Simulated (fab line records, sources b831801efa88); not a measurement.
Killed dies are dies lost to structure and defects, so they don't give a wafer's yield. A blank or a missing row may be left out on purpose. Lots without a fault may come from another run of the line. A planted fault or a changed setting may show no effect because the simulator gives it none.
Split-lot experiment | flow sky130 | 5 lots, 23 wafers read, on a route of 708 steps

THE SPLIT
At SKY_VIA4_HDPCVD_00 (deposits SiO2, target thk 1750 nm, time 291.7 s), the setting sih4_flow_sccm was moved away from the recipe's 60 sccm on 10 of the 23 wafers read, by -13.0% to +9.6%. The other wafers ran this setting at the recipe's value.

The file shows no step between the split and the reading.

THE READING
VIA4_HDPCVD_THK, in nm, at SKY_VIA4_THK_MEAS_01. Fault-free wafers of this fab line usually give 1762 nm, standard deviation 20 nm.

wafer  | tool, chamber at the split | sih4_flow_sccm as run, sccm | against the recipe | VIA4_HDPCVD_THK, nm | against lot-mates on the recipe
L074.1 | hdpcvd-02, 0,1             | 65.76                       | +9.6%              | 1919                | +160
L074.2 | hdpcvd-02, 0,1             | 65.76                       | +9.6%              | 1908                | +150
L074.3 | hdpcvd-02, 2               | 60                          | recipe             | 1757                | -
L074.5 | hdpcvd-02, 2               | 60                          | recipe             | 1760                | -
L074.6 | hdpcvd-02, 1               | 65.76                       | +9.6%              | 1905                | +146
L079.2 | hdpcvd-01, 0               | 60                          | recipe             | 1771                | -
L079.4 | hdpcvd-01, 1               | 60                          | recipe             | 1795                | -
L079.5 | hdpcvd-01, 0               | 60                          | recipe             | 1770                | -
L082.1 | hdpcvd-02, 0               | 52.23                       | -13.0%             | 1519                | -236
L082.2 | hdpcvd-02, 1               | 60                          | recipe             | 1758                | -
L082.3 | hdpcvd-02, 2               | 52.23                       | -13.0%             | 1528                | -227
L082.4 | hdpcvd-02, 1               | 60                          | recipe             | 1757                | -
L082.6 | hdpcvd-02, 2               | 60                          | recipe             | 1750                | -
L081.1 | hdpcvd-02, 1               | 57.44                       | -4.3%              | 1689                | -83
L081.2 | hdpcvd-02, 0               | 60                          | recipe             | 1782                | -
L081.3 | hdpcvd-02, 2               | 60                          | recipe             | 1786                | -
L081.4 | hdpcvd-02, 0               | 57.44                       | -4.3%              | 1708                | -64
L081.6 | hdpcvd-02, 1               | 60                          | recipe             | 1749                | -
L084.1 | hdpcvd-01, 2               | 65.28                       | +8.8%              | 1925                | +157
L084.2 | hdpcvd-01, 0               | 65.28                       | +8.8%              | 1919                | +151
L084.3 | hdpcvd-01, 1               | 60                          | recipe             | 1789                | -
L084.4 | hdpcvd-01, 1               | 65.28                       | +8.8%              | 1948                | +180
L084.6 | hdpcvd-01, 0               | 60                          | recipe             | 1747                | -
Where a row lists several chambers, the file gives one row for several wafers and doesn't say which wafer went through which chamber.

THE FIT
A straight line over all 23 wafers: VIA4_HDPCVD_THK changes by +17.5 nm for each +1% of sih4_flow_sccm; r = +0.99; the points scatter about the line by 18 nm.
The same after taking each lot's own level away (the mean of its wafers on the recipe; 23 wafers): +17.4 nm for each +1%; r = +0.99; scatter 14 nm.
On that fit, the largest move of sih4_flow_sccm shifts the reading by 2.3e+02 nm.
The lots' own levels span 1755.0 to 1778.7 nm, that is 1.2 times the standard deviation above.
So the lot-to-lot level changes the slope little: the two slopes agree.
Check: with one of the wafers moved furthest among these (-13.0%) left out of the fit, the line predicts -223 nm for it against its lot-mates. It came out at -236 nm against them.

OTHER SPLITS ON THESE WAFERS
These wafers also went through other splits before the reading. Each is held against what the fit with the lots' levels taken away leaves over:
other split on the same wafers | wafers away from the commonest value | r with VIA4_HDPCVD_THK (lot level and that fit taken away)
SKY_VIA3_ETCH_15 time_s        | 4                                    | -0.29
SKY_METAL4_SPUTTER_03 power_w  | 6                                    | -0.39

THE WHOLE CHAIN: every reading that the file lists as answering this split, in the file's order
step                 | what it does                                    | reading                                                                        | change (the file's fit)              | r (the file's)
SKY_VIA4_HDPCVD_00   | deposits SiO2, target thk 1750 nm, time 291.7 s | SiO2_of_VIA4_HDPCVD_00.thk_nm (the simulator's own value, which no gauge read) | +17.4 nm for each +1% of the setting | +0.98
SKY_VIA4_THK_MEAS_01 |                                                 | VIA4_HDPCVD_THK                                                                | +17.5 for each +1% of the setting    | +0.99

THE FILE'S OWN FIT
VIA4_HDPCVD_THK changes by +17.5 nm for each +1% of sih4_flow_sccm, r = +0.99.
